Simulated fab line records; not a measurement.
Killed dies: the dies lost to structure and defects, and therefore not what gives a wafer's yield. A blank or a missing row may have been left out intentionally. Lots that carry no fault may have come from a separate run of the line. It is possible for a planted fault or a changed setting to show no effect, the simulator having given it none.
Comparing a struck lot with a sound one + flow sky130 + 44 out of 708 route steps
Sound: these wafers, L582.2, L582.5, L582.6. The struck wafers were L588.1, L588.4, L588.6. The cause is named last.
For every step that has rows: the tool of each side, followed by ch and its chambers, followed by its first start. Under that, the readings that differ: sound wafers + struck wafers + difference of the means + sigmas: that difference in standard deviations of wafers without a fault.
alike: a reading whose means differ by less than 2 such deviations, as well as words and numbers matching on both sides. not compared: withheld readings; readings where some wafer has no value; bounds like >300 that might hide an equal value; numbers whose values overlap and for which the record gives no deviation.
A row with sigmas, a row that says differs or no value, or rows on one side alone: a step with any of these is where the two part. Numbers that don't overlap but have no deviation are shown without sigmas and don't part them. A reading that every wafer of one side lacks parts them only if that side has two wafers or more.

SKY_VIA2_ETCH_15: etches SiO2 in C4F8/O2/Ar, stops on TiN, target depth 546 nm, time 84 s.
  sound on rie_diel-02 ch 0,1,2, day 38 02:01; struck on rie_diel-04 ch 0,1,3, day 39 23:15
  alike: bias_w, oes_product_au
  not compared: rf_hours_counter_h
SKY_VIA2_STRIP_16: strips in O2/N2.
  sound on plasma_asher-01 ch 0,1, day 38 02:05; struck on plasma_asher-02 ch 1, day 39 23:19
  alike: drypump_motor_current_A, oes_product_au, strip_time_to_endpoint_s
  not compared: rf_hours_counter_h
then, 4 steps without rows for these wafers: SKY_VIA2_STRIP_17 (strips in post etch residue remover, time 1200 s); SKY_VIA2_CLEAN_18 (cleans in IPA, time 180 s); SKY_VIA2_CLEAN_19 (cleans in O3/DIW); SKY_VIA2_SPUTTER_20 (material TiN, target thk 20 nm, time 80 s).
SKY_VIA2_CVD_21: deposits W, target thk 420 nm, time 126.4 s.
  sound on cvd_w-02 ch 0,1, day 38 02:47; struck on cvd_w-02 ch 0,1, day 40 00:02
  alike: heater_power_w
SKY_VIA2_RS_MEAS_22: measures by four-point-probe.
  struck on film_metro-03, day 40 00:10; sound on film_metro-01, day 38 02:56
  alike: VIA2_W_RS
SKY_VIA2_THK_MEAS_23: measures by xrf.
  struck on film_metro-03, day 40 00:17; sound on film_metro-01, day 38 03:02
  alike: VIA2_W_THK
SKY_VIA2_CMP_24: polishes, stops on SiO2, t overpolish 20 s, target thk 0 nm.
  sound on cmp-02 ch 1,2,3, day 38 03:14; struck on cmp-02 ch 1,2,3, day 40 00:20
  alike: motor_current_A, overpolish_run_s, time_to_endpoint_s
then, 1 step without rows for these wafers: SKY_METAL3_SPUTTER_00 (material Ti, target thk 15 nm, time 10 s).
SKY_METAL3_SPUTTER_01: material TiN, target thk 20 nm, time 16.7 s.
  struck on pvd_sputter-03, day 40 00:40; sound on pvd_sputter-03, day 38 03:25
  alike: chamber_pressure_pa, throttle_valve_pct
SKY_METAL3_SPUTTER_02: material AlCu, target thk 735 nm, time 39.1 s.
  struck on pvd_sputter-03, day 40 00:41; sound on pvd_sputter-03, day 38 03:26
| reading                  | sound                | struck               | difference | sigmas |
|--------------------------|----------------------|----------------------|------------|--------|
| chamber_pressure_pa (Pa) | 0.4010 0.4007 0.3997 | 0.3507 0.3505 0.3508 | -0.0498    | -61    |
| throttle_valve_pct (%)   | 28.6 30.4 30.7       | 30.7 32.8 32.9       | +2.2       | +3     |
  not compared: model.AlCu_of_METAL3_SPUTTER_02.thk_nm
then, 3 steps without rows for these wafers: SKY_METAL3_SPUTTER_03 (material Ti, target thk 5 nm, time 3.3 s); SKY_METAL3_SPUTTER_04 (material TiN, target thk 70 nm, time 58.3 s); SKY_CAPM_CVD_00 (deposits SiO2, target thk 15.5 nm).
SKY_CAPM_THK_MEAS_01:
  struck on film_metro-02, day 40 00:49; sound on film_metro-02, day 38 03:34
  alike: CAPM_CVD_00_THK
then, 1 step without rows for these wafers: SKY_CAPM_SPUTTER_02 (material TiN, target thk 200 nm, time 166.7 s).
SKY_CAPM_RS_MEAS_03: measures by four-point-probe.
  struck on film_metro-04, day 40 00:59; sound on film_metro-03, day 38 03:45
  alike: CAPM_TIN_RS
SKY_CAPM_THK_MEAS_04: measures by xrf.
  struck on film_metro-04, day 40 01:07; sound on film_metro-03, day 38 03:52
  alike: CAPM_TIN_THK
then, 7 steps without rows for these wafers: SKY_CAPM_DEHYDRATE_05 (time 60 s); SKY_CAPM_HMDS_06 (prime time 60 s); SKY_CAPM_COAT_07 (resist thk 1140 nm); SKY_CAPM_SOFTBAKE_08 (time 60 s); SKY_CAPM_EXPOSE_09 (exposes mask CAPM, target cd 1000 nm); SKY_CAPM_PEB_10; SKY_CAPM_DEVELOP_11 (develop time 60 s).
SKY_CAPM_OVL_MEAS_12:
  struck on overlay-02, day 41 01:37; sound on overlay-01, day 39 05:40
  alike: CAPM_OVL
then, 13 steps without rows for these wafers: SKY_CAPM_METAL_ETCH_13 (etches TiN in Cl2/BCl3, stops on SiO2, target depth 220 nm, time 62.9 s); SKY_CAPM_STRIP_14 (strips in O2/N2); SKY_CAPM_STRIP_15 (strips in post etch residue remover, time 1200 s); SKY_CAPM_CLEAN_16 (cleans in IPA, time 180 s); SKY_CAPM_CLEAN_17 (cleans in O3/DIW); SKY_METAL3_DEHYDRATE_05 (time 60 s); SKY_METAL3_HMDS_06 (prime time 60 s); SKY_METAL3_COAT_07 (resist thk 60 nm); SKY_METAL3_COAT_08 (resist thk 1140 nm); SKY_METAL3_SOFTBAKE_09 (time 90 s); SKY_METAL3_EXPOSE_10 (exposes mask MM3, target cd 300 nm); SKY_METAL3_PEB_11; SKY_METAL3_DEVELOP_12 (develop time 60 s).
SKY_METAL3_CD_MEAS_13 targets a cd of 300 nm.
  struck on cd_sem-01, day 42 02:04; sound on cd_sem-01, day 40 06:55
  alike: cd_nm
SKY_METAL3_METAL_ETCH_18: etches the open film in Cl2/BCl3, stops on SiO2, target depth 845 nm, time 183.1 s.
  sound on rie_metal-02 ch 0,1, day 40 07:13; struck on rie_metal-02 ch 0, day 42 02:22
| reading                            | sound           | struck          | difference | sigmas |
|------------------------------------|-----------------|-----------------|------------|--------|
| model.METAL3.feature_depth_nm (nm) | 878 875.4 867.9 | 878.4 881 878.6 | +5.6       |        |
| model.etch.depth_nm (nm)           | 878 875.4 867.9 | 878.4 881 878.6 | +5.6       |        |
  alike: bcl3_flow_sccm, bias_w, drypump_motor_current_A, oes_product_au, throttle_valve_pct
  not compared: rf_hours_counter_h
-- the record jumps here: 7 days lie between the struck wafers' starts before and after (it left off in module METAL3 and takes up again in module PAD_OPEN, whose first step shown is number 708 of the route) --
SKY_PAD_OPEN_PROBE_99:
  struck on prober-01, day 48 17:58; sound on prober-01, day 47 07:21
| reading                    | sound                   | struck                  | difference | sigmas |
|----------------------------|-------------------------|-------------------------|------------|--------|
| model.etest.met3.rs_ohm_sq | 0.04219 0.04227 0.04245 | 0.04183 0.04216 0.04161 | -0.00044   |        |
  alike: defect_limited_yield, killed_at_M0_to_M3, killed_at_M4_up, killed_at_contacts, killed_at_front_end, killed_at_other, killed_dies, killed_open, killed_short, sort_bin_3_pad_short, sort_bin_5_function, sort_bin_6_memory, sort_n_pass, sort_yield_pct

== WHERE THEY PART ==
Only at SKY_METAL3_SPUTTER_02, within this record. Later steps at which nothing parts them and some readings are alike: SKY_CAPM_THK_MEAS_01, SKY_CAPM_RS_MEAS_03, SKY_CAPM_THK_MEAS_04, SKY_CAPM_OVL_MEAS_12, SKY_METAL3_CD_MEAS_13, SKY_METAL3_METAL_ETCH_18, SKY_PAD_OPEN_PROBE_99.

WHY: the cause the simulator had injected
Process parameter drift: pvd_sputter-03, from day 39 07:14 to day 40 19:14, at SKY_METAL3_SPUTTER_02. A move of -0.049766 in setting chamber_pressure_pa, from 0.4. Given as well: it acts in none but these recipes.
